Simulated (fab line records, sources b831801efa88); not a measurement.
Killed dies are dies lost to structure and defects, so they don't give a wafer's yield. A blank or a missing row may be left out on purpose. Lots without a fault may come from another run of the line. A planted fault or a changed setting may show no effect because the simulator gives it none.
Which tool did it? | flow gf180mcu | 24 lots, 72 wafers sampled, at 4 steps of a route of 602

WHAT THE GAUGES READ, wafer by wafer
GF_M1_THK_MEAS_06: measures by xrf. Usual: M1_ALCU_THK 458 nm, standard deviation 5.6.
lot  | measured     | on            | M1_ALCU_THK (nm) | flag
L074 | day 16 03:02 | film_metro-03 | 462 466 454      |
L075 | day 16 16:39 | film_metro-03 | 455 461 464      |
L076 | day 16 21:03 | film_metro-04 | 460 450 458      |
L077 | day 17 08:29 | film_metro-04 | 459 458 461      |
L078 | day 18 00:18 | film_metro-03 | 458 455 458      |
L079 | day 18 03:01 | film_metro-04 | 464 466 466      |
L080 | day 18 14:50 | film_metro-04 | 456 461 461      |
L081 | day 18 20:01 | film_metro-02 | 460 458 463      |
L082 | day 19 06:18 | film_metro-02 | 464 461 462      |
L083 | day 19 08:56 | film_metro-02 | 461 465 468      |
L084 | day 20 02:41 | film_metro-03 | 464 469 465      |
L085 | day 20 17:53 | film_metro-03 | 460 452 465      |
L086 | day 20 19:11 | film_metro-02 | 454 450 455      |
L087 | day 21 06:09 | film_metro-04 | 455 450 449      |
L088 | day 21 14:47 | film_metro-04 | 457 461 451      |
L089 | day 22 02:05 | film_metro-03 | 460 459 455      |
L090 | day 22 10:01 | film_metro-04 | 452 455 451      |
L091 | day 22 14:20 | film_metro-03 | 460 467 457      |
L092 | day 22 23:30 | film_metro-04 | 457 451 449      |
L093 | day 23 02:17 | film_metro-02 | 448 446 449      |
L094 | day 23 11:22 | film_metro-03 | 447 449 452      |
L095 | day 23 18:17 | film_metro-03 | 465 459 461      |
L096 | day 24 05:01 | film_metro-04 | 455 458 461      |
L097 | day 24 12:01 | film_metro-04 | 457 463 454      |

GF_V2_THK_MEAS_25: measures by xrf. Usual: V2_W_THK 345 nm, standard deviation 5.2.
lot  | measured     | on            | V2_W_THK (nm) | flag
L074 | day 20 08:00 | film_metro-02 | 342 341 344   |
L075 | day 20 22:13 | film_metro-02 | 348 343 339   |
L076 | day 21 01:56 | film_metro-04 | 347 347 347   |
L077 | day 21 15:50 | film_metro-04 | 340 340 338   |
L078 | day 22 07:35 | film_metro-02 | 346 354 351   |
L079 | day 22 09:46 | film_metro-02 | 348 346 347   |
L080 | day 22 21:44 | film_metro-02 | 346 344 348   |
L081 | day 23 01:27 | film_metro-04 | 348 350 347   |
L082 | day 23 10:32 | film_metro-01 | 352 348 347   |
L083 | day 23 13:33 | film_metro-02 | 345 346 346   |
L084 | day 24 05:29 | film_metro-02 | 349 346 350   |
L085 | day 24 20:08 | film_metro-01 | 351 350 348   |
L086 | day 24 21:52 | film_metro-01 | 345 353 342   |
L087 | day 25 07:28 | film_metro-01 | 333 339 335   |
L088 | day 25 14:57 | film_metro-04 | 346 352 350   |
L089 | day 26 01:11 | film_metro-04 | 336 346 335   |
L090 | day 26 07:28 | film_metro-02 | 352 342 347   |
L091 | day 26 12:26 | film_metro-01 | 351 348 351   |
L092 | day 26 19:16 | film_metro-02 | 337 343 329   |
L093 | day 26 22:46 | film_metro-02 | 347 344 344   |
L094 | day 27 08:23 | film_metro-01 | 342 347 341   |
L095 | day 27 13:02 | film_metro-04 | 336 335 332   |
L096 | day 27 21:50 | film_metro-01 | 350 345 351   |
L097 | day 28 06:22 | film_metro-04 | 343 342 335   |

WHICH TOOL RAN EACH LOT (tool, then ch and the chambers of the sampled wafers, then the start)
lot  | GF_M2_SPUTTER_00             | GF_V2_SPUTTER_21
L074 | pvd_sputter-01, day 18 04:05 | pvd_sputter-04, day 20 07:39
L075 | pvd_sputter-03, day 18 18:42 | pvd_sputter-01, day 20 21:53
L076 | pvd_sputter-01, day 18 22:04 | pvd_sputter-02, day 21 01:36
L077 | pvd_sputter-03, day 19 12:05 | pvd_sputter-04, day 21 15:30
L078 | pvd_sputter-01, day 20 04:20 | pvd_sputter-04, day 22 07:14
L079 | pvd_sputter-01, day 20 06:22 | pvd_sputter-04, day 22 09:26
L080 | pvd_sputter-02, day 20 18:59 | pvd_sputter-04, day 22 21:25
L081 | pvd_sputter-02, day 20 23:25 | pvd_sputter-01, day 23 01:06
L082 | pvd_sputter-01, day 21 09:37 | pvd_sputter-04, day 23 10:11
L083 | pvd_sputter-02, day 21 11:34 | pvd_sputter-02, day 23 13:13
L084 | pvd_sputter-02, day 22 05:55 | pvd_sputter-02, day 24 05:09
L085 | pvd_sputter-02, day 22 20:59 | pvd_sputter-02, day 24 19:48
L086 | pvd_sputter-02, day 22 22:20 | pvd_sputter-01, day 24 21:31
L087 | pvd_sputter-01, day 23 08:14 | pvd_sputter-04, day 25 07:07
L088 | pvd_sputter-02, day 23 16:26 | pvd_sputter-04, day 25 14:30
L089 | pvd_sputter-01, day 24 03:29 | pvd_sputter-04, day 26 00:49
L090 | pvd_sputter-01, day 24 10:23 | pvd_sputter-02, day 26 07:07
L091 | pvd_sputter-03, day 24 15:20 | pvd_sputter-04, day 26 12:06
L092 | pvd_sputter-03, day 24 22:40 | pvd_sputter-04, day 26 18:55
L093 | pvd_sputter-02, day 25 02:05 | pvd_sputter-01, day 26 22:26
L094 | pvd_sputter-03, day 25 10:57 | pvd_sputter-02, day 27 08:03
L095 | pvd_sputter-02, day 25 16:59 | pvd_sputter-01, day 27 12:42
L096 | pvd_sputter-01, day 26 02:51 | pvd_sputter-01, day 27 21:31
L097 | pvd_sputter-01, day 26 11:20 | pvd_sputter-01, day 28 06:02
- GF_M2_SPUTTER_00: material Ti, target thk 37.5 nm, time 150 s.
- GF_V2_SPUTTER_21: material Ti, target thk 15 nm, time 80.02 s.

WHAT THE TOOLS THEMSELVES READ (means of the sampled wafers that have a number; where no wafer has one, the mark that the record gives instead)
GF_M2_SPUTTER_00. Usual: throttle_valve_pct 29.9 %, standard deviation 0.7.
lot  | tool           | throttle_valve_pct (%) | flag
L074 | pvd_sputter-01 | 29.3                   |
L075 | pvd_sputter-03 | 29.7                   |
L076 | pvd_sputter-01 | 29.9                   |
L077 | pvd_sputter-03 | 29.6                   |
L078 | pvd_sputter-01 | 30.0                   |
L079 | pvd_sputter-01 | 29.9                   |
L080 | pvd_sputter-02 | 30.2                   |
L081 | pvd_sputter-02 | 30.1                   |
L082 | pvd_sputter-01 | 30.0                   |
L083 | pvd_sputter-02 | 30.0                   |
L084 | pvd_sputter-02 | 30.3                   |
L085 | pvd_sputter-02 | 30.3                   |
L086 | pvd_sputter-02 | 30.6                   |
L087 | pvd_sputter-01 | 29.5                   |
L088 | pvd_sputter-02 | 30.2                   |
L089 | pvd_sputter-01 | 29.3                   |
L090 | pvd_sputter-01 | 30.4                   |
L091 | pvd_sputter-03 | 29.6                   |
L092 | pvd_sputter-03 | 30.0                   |
L093 | pvd_sputter-02 | 30.1                   |
L094 | pvd_sputter-03 | 30.0                   |
L095 | pvd_sputter-02 | 30.3                   |
L096 | pvd_sputter-01 | 30.0                   |
L097 | pvd_sputter-01 | 29.5                   |

GF_V2_SPUTTER_21. Usual: throttle_valve_pct 29.9 %, standard deviation 0.78.
lot  | tool           | throttle_valve_pct (%) | flag
L074 | pvd_sputter-04 | 30.0                   |
L075 | pvd_sputter-01 | 30.0                   |
L076 | pvd_sputter-02 | 30.2                   |
L077 | pvd_sputter-04 | 30.5                   |
L078 | pvd_sputter-04 | 29.9                   |
L079 | pvd_sputter-04 | 29.8                   |
L080 | pvd_sputter-04 | 30.3                   |
L081 | pvd_sputter-01 | 28.7                   |
L082 | pvd_sputter-04 | 29.7                   |
L083 | pvd_sputter-02 | 30.3                   |
L084 | pvd_sputter-02 | 30.3                   |
L085 | pvd_sputter-02 | 30.2                   |
L086 | pvd_sputter-01 | 29.2                   |
L087 | pvd_sputter-04 | 29.7                   |
L088 | pvd_sputter-04 | 29.7                   |
L089 | pvd_sputter-04 | 30.3                   |
L090 | pvd_sputter-02 | 30.1                   |
L091 | pvd_sputter-04 | 30.2                   |
L092 | pvd_sputter-04 | 30.3                   |
L093 | pvd_sputter-01 | 30.0                   |
L094 | pvd_sputter-02 | 30.4                   |
L095 | pvd_sputter-01 | 29.5                   |
L096 | pvd_sputter-01 | 29.8                   |
L097 | pvd_sputter-01 | 30.2                   |

THE ANSWER, worked out from the rows above alone
Rule: a lot is off if the mean of its wafers that have a number lies more than 3 standard deviations from the usual mean. A lot without any number at a reading at which 4 lots or more have one is off too. The other lots that the step has rows for count as sound. The gauges are gone through in route order, then the tools' own readings, and for those a lot's mean is taken as printed above. The first step at which some lot is off is used, and at that step the reading that is off furthest; a lot without a number counts as furthest.
No lot is off at any reading shown: from this, nothing can be told.

WHAT THE SIMULATOR HAD PUT IN
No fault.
